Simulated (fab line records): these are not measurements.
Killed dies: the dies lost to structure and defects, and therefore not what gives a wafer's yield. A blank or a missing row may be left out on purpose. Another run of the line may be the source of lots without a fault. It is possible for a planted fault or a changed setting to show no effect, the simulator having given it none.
A lot that was struck, set against a sound lot :: flow gf180mcu :: 44 out of 602 route steps
Sound: wafers L319.4, L319.5, L319.6. Struck: wafer L330.1 (left out: L330.4, a lot-mate that was not struck); the cause follows at the end.
Order at every step that has rows: each side's tool, ch and its chambers, its first start. Under that, the readings that differ: sound wafers :: struck wafers :: difference of the means :: sigmas: that difference in standard deviations of wafers without a fault.
alike: readings whose means differ by less than 2 such deviations, and words and numbers that are the same on both sides. not compared: withheld readings, readings that some wafer has no value for, bounds like >300 that may hide the same value, and numbers for which the record gives no deviation and whose values overlap.
Wherever a step has rows on one side only, a row that says differs or no value, or a row with sigmas, the two part there. Numbers that don't overlap but have no deviation are shown without sigmas and don't part them. A reading missing from all wafers of one side parts the sides only when that side holds two or more wafers.

first, 2 steps without rows for these wafers: GF_NWELL_IMPLANT_08; GF_NWELL_IMPLANT_09.
GF_NWELL_STRIP_10: strips in O2/N2.
  sound on plasma-asher-01 ch 0,1, day 4 07:06; struck on plasma-asher-02 ch 1, day 6 22:40
reading: rf-hours-counter-h (h)
sound: - - -
struck: 3
difference: no value on the sound wafers
sigmas: 
  alike: drypump-motor-current-A, heater-power-w, oes-product-au, strip-time-to-endpoint-s
GF_NWELL_TW_MEAS_11:
  sound: film-metro-02 at day 4 07:12; struck: film-metro-04 at day 6 22:46
reading: NWELL_TW
sound: 1582 1585 1581
struck: 1546
difference: -37
sigmas: -2
then, 7 steps without rows for these wafers: GF_LVPWELL_DEHYDRATE_00 (time 60 s); GF_LVPWELL_HMDS_01 (prime time 60 s); GF_LVPWELL_COAT_02 (resist thk 3000 nm); GF_LVPWELL_SOFTBAKE_03; GF_LVPWELL_EXPOSE_04 (exposes mask LVPWELL, target cd 600 nm); GF_LVPWELL_PEB_05; GF_LVPWELL_DEVELOP_06 (develop time 60 s).
GF_LVPWELL_OVL_MEAS_07:
  sound: overlay-02 at day 4 20:47; struck: overlay-01 at day 7 13:14
  alike: LVPWELL_OVL
GF_LVPWELL_IMPLANT_08:
  sound on implanter-02 ch 0, day 4 20:53; struck on implanter-02 ch 0, day 7 13:16
next, for these wafers, 1 step has no rows: GF_LVPWELL_IMPLANT_09.
GF_LVPWELL_STRIP_10: strips in O2/N2.
  sound on plasma-asher-04 ch 0,1, day 4 21:08; struck on plasma-asher-01 ch 0, day 7 13:34
reading: rf-hours-counter-h (h)
sound: - - -
struck: 51
difference: no value on the sound wafers
sigmas: 
  alike: drypump-motor-current-A, heater-power-w, oes-product-au, strip-time-to-endpoint-s
GF_LVPWELL_TW_MEAS_11:
  sound: film-metro-02 at day 4 21:14; struck: film-metro-03 at day 7 13:40
  alike: LVPWELL_TW
then, 7 steps without rows for these wafers: GF_MVSD_DEHYDRATE_00 (time 60 s); GF_MVSD_HMDS_01 (prime time 60 s); GF_MVSD_COAT_02 (resist thk 3000 nm); GF_MVSD_SOFTBAKE_03; GF_MVSD_EXPOSE_04 (exposes mask MVSD, target cd 1000 nm); GF_MVSD_PEB_05; GF_MVSD_DEVELOP_06 (develop time 60 s).
GF_MVSD_OVL_MEAS_07:
  sound: overlay-02 at day 5 11:02; struck: overlay-02 at day 8 05:43
  alike: MVSD_OVL
then, 2 steps without rows for these wafers: GF_MVSD_IMPLANT_08; GF_MVSD_IMPLANT_09.
GF_MVSD_STRIP_10: strips in O2/N2.
  sound on plasma-asher-01 ch 0,1, day 5 11:23; struck on plasma-asher-01 ch 1, day 8 06:04
reading: rf-hours-counter-h (h)
sound: - - -
struck: 52
difference: no value on the sound wafers
sigmas: 
  alike: drypump-motor-current-A, heater-power-w, oes-product-au, strip-time-to-endpoint-s
GF_MVSD_TW_MEAS_11:
  sound: film-metro-04 at day 5 11:29; struck: film-metro-02 at day 8 06:10
reading: MVSD_TW
sound: 1555 1544 1544
struck: 1587
difference: +39
sigmas: +2
then, 7 steps without rows for these wafers: GF_MVPSD_DEHYDRATE_00 (time 60 s); GF_MVPSD_HMDS_01 (prime time 60 s); GF_MVPSD_COAT_02 (resist thk 3000 nm); GF_MVPSD_SOFTBAKE_03; GF_MVPSD_EXPOSE_04 (exposes mask MVPSD, target cd 1000 nm); GF_MVPSD_PEB_05; GF_MVPSD_DEVELOP_06 (develop time 60 s).
GF_MVPSD_OVL_MEAS_07:
  sound: overlay-01 at day 6 01:06; struck: overlay-01 at day 8 21:25
  alike: MVPSD_OVL
then, 2 steps without rows for these wafers: GF_MVPSD_IMPLANT_08; GF_MVPSD_IMPLANT_09.
GF_MVPSD_STRIP_10: strips in O2/N2.
  sound on plasma-asher-02 ch 0,1, day 6 01:27; struck on plasma-asher-04 ch 0, day 8 21:46
reading: rf-hours-counter-h (h)
sound: - - -
struck: 50
difference: no value on the sound wafers
sigmas: 

reading: strip-time-to-endpoint-s (s)
sound: 37.08 37.04 36.99
struck: 36.77
difference: -0.27
sigmas: -3
  alike: drypump-motor-current-A, heater-power-w, oes-product-au
GF_MVPSD_TW_MEAS_11:
  sound: film-metro-03 at day 6 01:33; struck: film-metro-02 at day 8 21:52
  alike: MVPSD_TW
then, 2 steps without rows for these wafers: GF_VT_IMPLANT_DEHYDRATE_00 (time 60 s); GF_VT_IMPLANT_HMDS_01 (prime time 60 s).
-- the record jumps here: 3 days lie between the struck wafers' starts before and after --
GF_VT_IMPLANT_RS_MEAS_48: uses a four-point probe to measure.
  sound: film-metro-04 at day 8 13:28; struck: film-metro-02 at day 12 00:13
  alike: LVPWELL_RS
-- the record jumps here: 21 days lie between the struck wafers' starts before and after (it left off in module VT_IMPLANT and takes up again in module PASSIVATION, whose first step shown is number 602 of the route) --
GF_PASSIVATION_PROBE_99:
  record: rows for the struck wafers here (prober-02, day 33 10:55), none for the sound ones

WHERE THEY PART
First at GF_NWELL_STRIP_10; last, within this record, at GF_PASSIVATION_PROBE_99.

WHY: the cause the simulator had injected
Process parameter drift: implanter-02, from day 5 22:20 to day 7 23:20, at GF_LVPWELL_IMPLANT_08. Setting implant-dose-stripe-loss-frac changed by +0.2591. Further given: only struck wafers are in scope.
